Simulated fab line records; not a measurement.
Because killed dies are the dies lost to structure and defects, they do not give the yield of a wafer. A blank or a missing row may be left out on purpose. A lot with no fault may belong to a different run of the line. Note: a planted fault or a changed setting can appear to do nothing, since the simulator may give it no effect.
Which tool was responsible? | flow gf180mcu | 36 wafers sampled from 12 lots at 1 step of a route of 602

== WHAT EACH GAUGE READ, for each wafer ==
GF_STI_THK_MEAS_22.
lot  | measured    | on            | STI_OXIDATION_01_THK (nm)
L304 | day 2 09:47 | film-metro-02 | 14.77 14.85 14.79
L305 | day 2 13:30 | film-metro-02 | 14.98 15.09 15.00
L306 | day 2 18:40 | film-metro-02 | 14.86 15.22 15.11
L308 | day 3 04:46 | film-metro-01 | 14.62 14.65 14.46
L309 | day 3 09:45 | film-metro-04 | 15.32 15.20 15.65
L311 | day 3 21:37 | film-metro-02 | 15.52 15.58 15.65
L313 | day 4 07:19 | film-metro-04 | 14.68 14.86 14.98
L319 | day 5 14:49 | film-metro-04 | 15.32 15.05 15.25
L322 | day 6 04:37 | film-metro-01 | 14.45 14.81 14.60
L324 | day 6 15:07 | film-metro-04 | 14.98 14.78 14.95
L325 | day 6 19:36 | film-metro-01 | 15.00 15.12 15.20
L326 | day 7 01:41 | film-metro-01 | 15.42 15.37 15.34

== WHAT TOOL EACH LOT RAN ON (gives the tool, then ch and the chambers of the sampled wafers, and finally the start) ==
No process step before these readings appears in the record.

== WHAT THE TOOLS THEMSELVES READ (means of the sampled wafers that have a number; where no wafer has one, the mark that the record gives instead) ==
The record holds no such reading with a usual standard deviation.

== THE ANSWER, worked out from the rows above alone ==
Rule: usual is defined by the lots themselves. Put in order of their means at a reading, lots are off if they are a third of the lots or fewer, leave a main group of 4 or more, and stand apart from it by a gap of 3 or more times the standard deviation of the main group's means; of several such gaps the widest counts. Not used: any main group whose means are identical at the precision the tables above print for the reading. Also off: a lot with no number at a reading for which 4 or more lots have one. Any other lot the step has rows for is counted as sound. Order of review: gauges by route order, followed by the tools' own readings, for which a lot's mean as printed above is used. The first step at which some lot is off is used, and at that step the reading that is off furthest; a lot without a number counts as furthest.
Nothing can be told from this: no lot is off at any reading shown.

== WHAT THE SIMULATOR HAD PUT IN ==
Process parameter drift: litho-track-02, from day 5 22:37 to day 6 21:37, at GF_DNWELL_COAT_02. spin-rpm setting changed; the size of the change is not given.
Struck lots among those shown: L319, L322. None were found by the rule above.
